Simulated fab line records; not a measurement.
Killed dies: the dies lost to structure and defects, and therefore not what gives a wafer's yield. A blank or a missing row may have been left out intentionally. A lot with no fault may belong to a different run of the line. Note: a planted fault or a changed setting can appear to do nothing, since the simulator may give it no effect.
A struck lot beside a sound one + flow gf180mcu + 17 out of 602 route steps
Sound: these wafers, L830.3, L830.4, L830.6. Wafers struck: L840.1, L840.4, L840.6. The cause is given at the end.
At each step with rows: each side's tool, then ch and its chambers, then its first start. Under that, the readings that differ: sound wafers + struck wafers + difference of the means + sigmas: that difference in standard deviations of wafers without a fault.
alike: a reading whose means differ by less than 2 such deviations, as well as words and numbers matching on both sides. not compared: withheld readings; readings where some wafer has no value; bounds like >300 that might hide an equal value; numbers whose values overlap and for which the record gives no deviation.
Wherever a step has rows on one side only, a row that says differs or no value, or a row with sigmas, the two part there. Non-overlapping numbers with no deviation appear without sigmas and do not part them. A reading that every wafer of one side lacks parts them only if that side has two wafers or more.

first, 4 steps without rows for these wafers: GF_VT_IMPLANT_SOFTBAKE_25 (time 60 s); GF_VT_IMPLANT_EXPOSE_26 (exposes mask LVPWELL HV AREA, target cd 860 nm); GF_VT_IMPLANT_PEB_27; GF_VT_IMPLANT_DEVELOP_28 (develop time 60 s).
GF_VT_IMPLANT_OVL_MEAS_29:
  sound: overlay-02 at day 8 17:37; struck: overlay-01 at day 11 04:36
  alike: VT_IMPLANT_02_OVL
next, for these wafers, 1 step has no rows: GF_VT_IMPLANT_IMPLANT_30.
GF_VT_IMPLANT_STRIP_31: strips in O2/N2.
  sound on plasmaAsher-01 ch 0,1, day 8 17:49; struck on plasmaAsher-03 ch 1, day 11 04:47
| reading                  | sound             | struck            | difference | sigmas |
|--------------------------|-------------------|-------------------|------------|--------|
| stripTimeToEndpointS (s) | 12.75 12.74 12.74 | 12.60 12.58 12.59 | -0.15      | -4     |
  alike: drypumpMotorCurrentA, heaterPowerW, oesProductAu
  not compared: rfHoursCounterH
GF_VT_IMPLANT_TW_MEAS_32:
  sound: filmMetro-01 at day 8 17:55; struck: filmMetro-02 at day 11 04:53
  alike: VT_IMPLANT_3_TW
then, 4 steps without rows for these wafers: GF_VT_IMPLANT_DEHYDRATE_33 (time 57.75 s); GF_VT_IMPLANT_HMDS_34 (prime time 60 s); GF_VT_IMPLANT_COAT_35 (resist thk 1000 nm); GF_VT_IMPLANT_SOFTBAKE_36 (time 60 s).
GF_VT_IMPLANT_EXPOSE_37: exposes mask Nwell HV AREA, target cd 860 nm.
  sound on ilineStepper-02 ch 0, day 9 02:11; struck on ilineStepper-02 ch 0, day 11 14:16
| reading                          | sound                | struck            | difference | sigmas |
|----------------------------------|----------------------|-------------------|------------|--------|
| model.VT_IMPLANT.overlayXNm (nm) | 0.6431 0.6431 0.6431 | 182.5 182.5 182.5 | +181.9     |        |
  alike: mask, exposureDoseMJCm2, reticleTempC
then, 2 steps without rows for these wafers: GF_VT_IMPLANT_PEB_38; GF_VT_IMPLANT_DEVELOP_39 (develop time 60 s).
GF_VT_IMPLANT_OVL_MEAS_40:
  sound: overlay-02 at day 9 10:03; struck: overlay-01 at day 11 23:11
| reading                | sound       | struck            | difference | sigmas      |
|------------------------|-------------|-------------------|------------|-------------|
| VT_IMPLANT_03_OVL (nm) | 1.6 0.3 0.0 | 184.1 184.3 183.8 | +183.4     | +99 or more |
  not compared: hold
next, for these wafers, 1 step has no rows: GF_PASSIVATION_PROBE_99.

== WHERE THEY PART ==
First at GF_VT_IMPLANT_STRIP_31; last, within this record, at GF_VT_IMPLANT_OVL_MEAS_40.

WHY: what the simulator had put in
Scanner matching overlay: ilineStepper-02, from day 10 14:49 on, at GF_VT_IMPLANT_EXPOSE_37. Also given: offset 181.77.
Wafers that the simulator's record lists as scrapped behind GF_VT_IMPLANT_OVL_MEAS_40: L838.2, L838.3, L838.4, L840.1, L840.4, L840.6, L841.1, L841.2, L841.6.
